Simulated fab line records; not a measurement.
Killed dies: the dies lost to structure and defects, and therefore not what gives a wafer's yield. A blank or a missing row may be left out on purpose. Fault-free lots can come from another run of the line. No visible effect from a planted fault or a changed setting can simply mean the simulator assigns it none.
A struck lot beside a sound one ; flow sky130 ; 17 steps out of a route of 708
Sound: wafers L693.3, L693.4, L693.5. Struck: wafers L708.2, L708.3. The cause is named last.
Each step with rows lists, per side, the tool, then ch with its chambers, then its first start. Under that, the readings that differ: sound wafers ; struck wafers ; difference of the means ; sigmas: that difference in standard deviations of wafers without a fault.
alike: words and numbers the same on both sides, and readings whose means are apart by under 2 such deviations; not compared: readings that were withheld, readings missing a value for some wafer, numbers with overlapping values and no deviation given by the record, and bounds like >300 which may hide the same value.
A row with sigmas, a row that says differs or no value, or rows on one side alone: a step with any of these is where the two part. Non-overlapping numbers with no deviation appear without sigmas and do not part them. A reading missing from all wafers of one side parts the sides only when that side holds two or more wafers.

first, 1 step without rows for these wafers: SKY_FIELD_ISO_DEVELOP_12 (develop time 60 s).
SKY_FIELD_ISO_CD_MEAS_13: the cd target is 150 nm.
  sound on cd sem-02, day 2 21:31; struck on cd sem-01, day 6 03:37
  alike: cd nm
SKY_FIELD_ISO_ETCH_14: etches BARC in N2/H2, stops on SiO2, time 45.9 s, target depth 60 nm.
  sound on rie diel-02 ch 0,2,3, day 2 21:35; struck on rie diel-04 ch 1,3, day 6 03:43
  alike: drypump motor current A, oes product au, throttle valve pct
  not compared: rf hours counter h
SKY_FIELD_ISO_ETCH_15: etches the open film in CHF3/O2, stops on Si, target depth 180 nm, time 72 s.
  sound on rie diel-02 ch 0,2,3, day 2 21:38; struck on rie diel-04 ch 1,3, day 6 03:46
  alike: O2_flow_sccm, drypump motor current A, oes product au, throttle valve pct
  not compared: rf hours counter h
SKY_FIELD_ISO_STRIP_16: strips in O2/N2.
  sound on plasma asher-01 ch 0,1, day 2 21:43; struck on plasma asher-03 ch 1, day 6 03:49
reading;sound;struck;difference;sigmas
drypump motor current A (A);4.8 5.5 4.8;5.9 5.9;+0.9;+2
oes product au (a.u.);0.382 0.369 0.372;0.387 0.381;+0.010;+2
  alike: o2 flow sccm, strip time to endpoint s
  not compared: rf hours counter h
SKY_FIELD_ISO_ETCH_17: etches Si in HBr/Cl2/O2, target depth 342 nm, time 97.7 s.
  sound on rie si-02 ch 0,1,2, day 2 21:47; struck on rie si-02 ch 2,3, day 6 03:55
  alike: O2_flow_sccm, drypump motor current A, oes product au, throttle valve pct
  not compared: rf hours counter h
then, 5 steps without rows for these wafers: SKY_FIELD_ISO_WET_ETCH_18 (etches Si3N4 in H3PO4, target depth 25 nm, time 286 s); SKY_FIELD_ISO_CLEAN_19 (cleans in SC1/SC2, time 150 s); SKY_FIELD_ISO_CLEAN_20 (cleans in dHF, time 20 s); SKY_FIELD_ISO_WET_ETCH_21 (etches SiO2 in dHF, target depth 20 nm, time 400 s); SKY_FIELD_ISO_OXIDATION_22 (stabilise 600 s, purge 300 s, target thk 10 nm).
SKY_FIELD_ISO_THK_MEAS_23:
  sound on film metro-03, day 2 23:50; struck on film metro-02, day 6 05:26
  alike: FIELD_ISO_OXIDATION_01_THK
SKY_FIELD_ISO_CVD_24: deposits SiO2, target thk 595 nm, time 99.2 s.
  sound on hdpcvd-02 ch 0,2, day 2 23:52; struck on hdpcvd-01 ch 1,2, day 6 05:29
reading;sound;struck;difference;sigmas
model.SiO2_of_FIELD_ISO_CVD_24.thk nm (nm);593.8 595 589;470.3 474.5;-120.2;
  alike: susceptor temp C
SKY_FIELD_ISO_THK_MEAS_25:
  sound on film metro-02, day 2 23:58; struck on film metro-02, day 6 05:48
reading;sound;struck;difference;sigmas
FIELD_ISO_CVD_24_THK (nm);594 595 589;471 475;-120;-20
  not compared: hold
SKY_FIELD_ISO_CMP_27: polishes, stops on Si3N4, t overpolish 16 s, target thk 457.8 nm.
  sound on cmp-01 ch 1,2,3, day 3 02:30; struck on cmp-02 ch 1,3, day 6 10:14
reading;sound;struck;difference;sigmas
time to endpoint s (s);116 115 115;92 90;-24;-6
  alike: motor current A, retaining ring pressure frac
then, 1 step without rows for these wafers: SKY_FIELD_ISO_WET_ETCH_28 (etches SiO2 in dHF, target depth 23.7 nm, time 47 s).
-- a jump in the record: the struck wafers' starts before and after are 44 days apart (it breaks off in module FIELD_ISO and resumes in module PAD_OPEN, where the first step shown is number 708 of the route) --
SKY_PAD_OPEN_PROBE_99:
  sound on prober-01, day 46 15:29; struck on prober-02, day 50 02:24
  alike: killed_at_M0_to_M3, killed_at_M4_up, killed at contacts, killed at front end, killed at other, killed dies, killed open, killed short

## WHERE THEY PART
Earliest at SKY_FIELD_ISO_STRIP_16; latest, in this record, at SKY_FIELD_ISO_CMP_27. Later steps at which nothing parts them and some readings are alike: SKY_PAD_OPEN_PROBE_99.

WHY: what had been put in by the simulator
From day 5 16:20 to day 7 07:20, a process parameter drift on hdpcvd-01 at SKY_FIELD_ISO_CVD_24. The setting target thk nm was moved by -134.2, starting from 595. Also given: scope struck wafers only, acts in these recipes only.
